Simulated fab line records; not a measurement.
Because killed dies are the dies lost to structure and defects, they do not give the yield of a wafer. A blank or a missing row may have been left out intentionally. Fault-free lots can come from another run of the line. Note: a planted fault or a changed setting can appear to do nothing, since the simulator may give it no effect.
fab line records + flow sfq-line
record:
- lots: 13
- wafers: 39
- last-day: 87
route steps=325 shown I5@237
lots untouched by any fault: they come from a run of this same line in which no faults occurred
start-h: start of the lot's first displayed wafer, in hours after the record's first day + wait-h: hours elapsed since this lot's preceding step + " as in the row above + L1.1+2: one row covering several wafers at once + - no value, or no start was given + * or withheld: withheld + < > ~ a bound
route shown NAME@n: names a module that has steps shown in the file, with the first one's number in the route + usual: mean/standard deviation taken from wafers without a fault + same: alike in all rows + chamber/n: place in a boat + sites: the reading at each site + _std_site: the standard deviation of these + _edge_site: inner sites' mean taken away from outer sites' mean + radius-mm: for every site, how far away it sits from the centre of the wafer + mask NAME#n: copy n + behind: the tool/chamber that last shaped the wafer + hold: cause of the lot's hold/its duration in hours/its outcome + device: names the non-switching transistor (n, p or np) + end of line: the tests these same wafers got at the end of their route + a step given without rows: its recipe and nothing more + killed: dies lost to structure and defects at the first sort, not the wafer's yield + map: a wafer's dies, marking killed ones x, the rest . and places with no die _
set.NAME: the setting as run; set.NAME@STEP: as run at that earlier step + model.NAME: the simulator's own value behind a step, which no gauge read
a sample of lots followed through the steps of the route, with each step as a table and each wafer as a row
services: the hour from which a tool's chamber was out of use, counted from the record's first day as start-h (under 0 if before that day), plus the number of hours and why
== steps ==
step: SFQ_TRILAYER_I5_ETCH_VIA_ETCH_147
recipe:
- stop-on: Nb
- mask-material: PR
- chemistry: CHF3
- target-depth-nm: 360
- source-w: 500
- bias-w: 80
- pressure-mtorr: 30
- time-s: withheld
usual:
- chamber-pressure-mTorr: 30.00/0.031
- drypump-motor-current-A: 5.8/0.45
- oes-product-au: 0.989/0.008
- rf-fwd-power-W: 498.7/1.5
| lot.wafer | tool        | chamber | start-h | wait-h | chamber-pressure-mTorr | drypump-motor-current-A | oes-product-au | rf-fwd-power-W |
|-----------|-------------|---------|---------|--------|------------------------|-------------------------|----------------|----------------|
| L578.1    | rie-diel-01 | 0       | 1455.05 | 0.0    | 29.98                  | 5.8                     | 0.997          | 499.1          |
| L578.5    | "           | 1       | "       | "      | 30.05                  | 5.9                     | 0.995          | 499.4          |
| L578.6    | "           | 0       | "       | "      | 30.05                  | 5.8                     | 0.994          | 497.9          |
| L580.2    | rie-diel-02 | 2       | 1467.05 | 0.0    | 29.97                  | 5.9                     | 0.986          | 498.4          |
| L580.4    | "           | 3       | "       | "      | 29.99                  | 5.5                     | 0.974          | 500.5          |
| L580.6    | "           | 3       | "       | "      | 29.95                  | 5.6                     | 0.976          | 499.0          |
| L581.2    | rie-diel-01 | 0       | 1469.06 | 0.0    | 30.07                  | 5.8                     | 1.000          | 499.3          |
| L581.5    | "           | 1       | "       | "      | 29.95                  | 5.9                     | 0.996          | 498.6          |
| L581.6    | "           | 0       | "       | "      | 29.98                  | 5.8                     | 0.993          | 498.6          |
| L582.1    | rie-diel-01 | 3       | 1686.90 | 0.0    | 30.00                  | 5.2                     | 0.992          | 498.0          |
| L582.5    | "           | 1       | "       | "      | 29.96                  | 5.8                     | 0.981          | 498.7          |
| L582.6    | "           | 0       | "       | "      | 29.98                  | 5.8                     | 1.007          | 502.7          |
| L583.1    | rie-diel-01 | 0       | 1694.10 | 0.0    | 29.98                  | 5.8                     | 0.995          | 495.7          |
| L583.2    | "           | 3       | "       | "      | 30.07                  | 5.2                     | 0.996          | 500.3          |
| L583.4    | "           | 2       | "       | "      | 30.02                  | 6.0                     | 0.975          | 495.7          |
| L587.3    | rie-diel-01 | 0       | 1733.60 | 0.0    | 30.02                  | 5.8                     | 0.992          | 494.8          |
| L587.5    | "           | 0       | "       | "      | 30.02                  | 5.8                     | 0.997          | 497.3          |
| L587.6    | "           | 3       | "       | "      | 30.00                  | 5.2                     | 0.979          | 419.2          |
| L593.1    | rie-diel-03 | 0       | 1756.40 | 0.0    | 30.03                  | 6.1                     | 0.987          | 499.5          |
| L593.3    | "           | 1       | "       | "      | 30.02                  | 5.3                     | 0.980          | 497.8          |
| L593.6    | "           | 0       | "       | "      | 29.96                  | 6.1                     | 0.979          | 498.4          |
| L594.1    | rie-diel-03 | 2       | 1760.00 | 0.0    | 30.02                  | 6.7                     | 0.997          | 500.7          |
| L594.3    | "           | 3       | "       | "      | 30.00                  | 6.3                     | 0.994          | 498.6          |
| L594.4    | "           | 0       | "       | "      | 29.98                  | 6.1                     | 0.989          | 499.9          |
| L595.1    | rie-diel-02 | 1       | 1762.40 | 0.0    | 30.11                  | 4.9                     | 0.982          | 498.9          |
| L595.3    | "           | 0       | "       | "      | 30.03                  | 5.6                     | 0.993          | 498.7          |
| L595.4    | "           | 3       | "       | "      | 30.01                  | 5.5                     | 0.976          | 500.7          |
| L597.1    | rie-diel-03 | 0       | 1767.20 | 0.0    | 29.96                  | 6.1                     | 0.986          | 498.5          |
| L597.4    | "           | 1       | "       | "      | 30.04                  | 5.3                     | 0.986          | 499.3          |
| L597.5    | "           | 0       | "       | "      | 29.94                  | 6.1                     | 0.992          | 499.5          |
| L598.2    | rie-diel-03 | 3       | 1775.60 | 0.0    | 30.03                  | 6.3                     | 0.992          | 497.1          |
| L598.3    | "           | 0       | "       | "      | 30.01                  | 6.1                     | 0.976          | 498.1          |
| L598.4    | "           | 1       | "       | "      | 29.97                  | 5.2                     | 0.986          | 502.0          |
| L599.1    | rie-diel-03 | 2       | 1778.00 | 0.0    | 30.01                  | 6.7                     | 0.992          | 498.3          |
| L599.3    | "           | 1       | "       | "      | 30.02                  | 5.2                     | 0.985          | 498.8          |
| L599.5    | "           | 0       | "       | "      | 30.01                  | 6.1                     | 0.984          | 495.8          |
| L601.2    | rie-diel-03 | 1       | 1787.60 | 0.0    | 29.97                  | 5.2                     | 0.998          | 498.9          |
| L601.5    | "           | 0       | "       | "      | 30.03                  | 6.1                     | 0.993          | 498.1          |
| L601.6    | "           | 1       | "       | "      | 29.98                  | 5.2                     | 0.979          | 497.5          |
== services ==
| tool        | chamber | start-h | hours | kind           |
|-------------|---------|---------|-------|----------------|
| rie-diel-03 | -       | 1448.79 | 0.2   | repair         |
| rie-diel-01 | 3       | 1460.54 | 5.7   | repair         |
| rie-diel-03 | 3       | 1490.79 | 1.6   | repair         |
| rie-diel-03 | 2       | 1503.37 | 3.5   | repair         |
| rie-diel-02 | -       | 1530.07 | 0.5   | repair         |
| rie-diel-03 | -       | 1562.79 | 0.9   | repair         |
| rie-diel-02 | 0       | 1568.39 | 4.1   | repair         |
| rie-diel-02 | -       | 1568.51 | 2.8   | pm             |
| rie-diel-02 | 1       | 1573.40 | 5.2   | repair         |
| rie-diel-02 | 2       | 1579.86 | 10.3  | repair         |
| rie-diel-01 | -       | 1586.73 | 0.3   | repair         |
| rie-diel-03 | -       | 1587.88 | 4.3   | pm             |
| rie-diel-01 | 2       | 1614.28 | 2.7   | repair         |
| rie-diel-03 | 1       | 1620.14 | 2.1   | repair         |
| rie-diel-02 | 2       | 1624.69 | 3.7   | repair         |
| rie-diel-02 | 1       | 1629.86 | 5.0   | repair         |
| rie-diel-03 | 3       | 1682.96 | -     | clean          |
| rie-diel-03 | 3       | 1682.96 | 25.0  | scheduled-down |
| rie-diel-01 | 2       | 1698.50 | 2.0   | repair         |
| rie-diel-01 | 2       | 1763.00 | 22.7  | repair         |
| rie-diel-02 | 0       | 1770.25 | 3.1   | repair         |
| rie-diel-03 | 1       | 1771.98 | 2.5   | repair         |
| rie-diel-02 | 3       | 1775.32 | 9.7   | repair         |
| rie-diel-01 | 0       | 1777.72 | 15.5  | repair         |
== key ==
first-sign:
- step: SFQ_TRILAYER_I5_ETCH_VIA_ETCH_147
- reading: rf-fwd-power-W
- direction: down
- sigmas: 53
- usual: 498.7
- struck: 419.2
effect none on later readings
met-at SFQ_TRILAYER_I5_ETCH_VIA_ETCH_147
struck-lots L587
struck-wafers L587.6
onset-between 1694.10 1733.60
fault:
- kind: process-parameter-drift
- tool: rie-diel-01
- chamber: 3
- onset-h: 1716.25
- steps: SFQ_TRILAYER_I5_ETCH_VIA_ETCH_147
- channel: source-w
- offset: -80
- shape: step
- end-h: 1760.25
- acts-in: these-recipes-only
- stated: 500
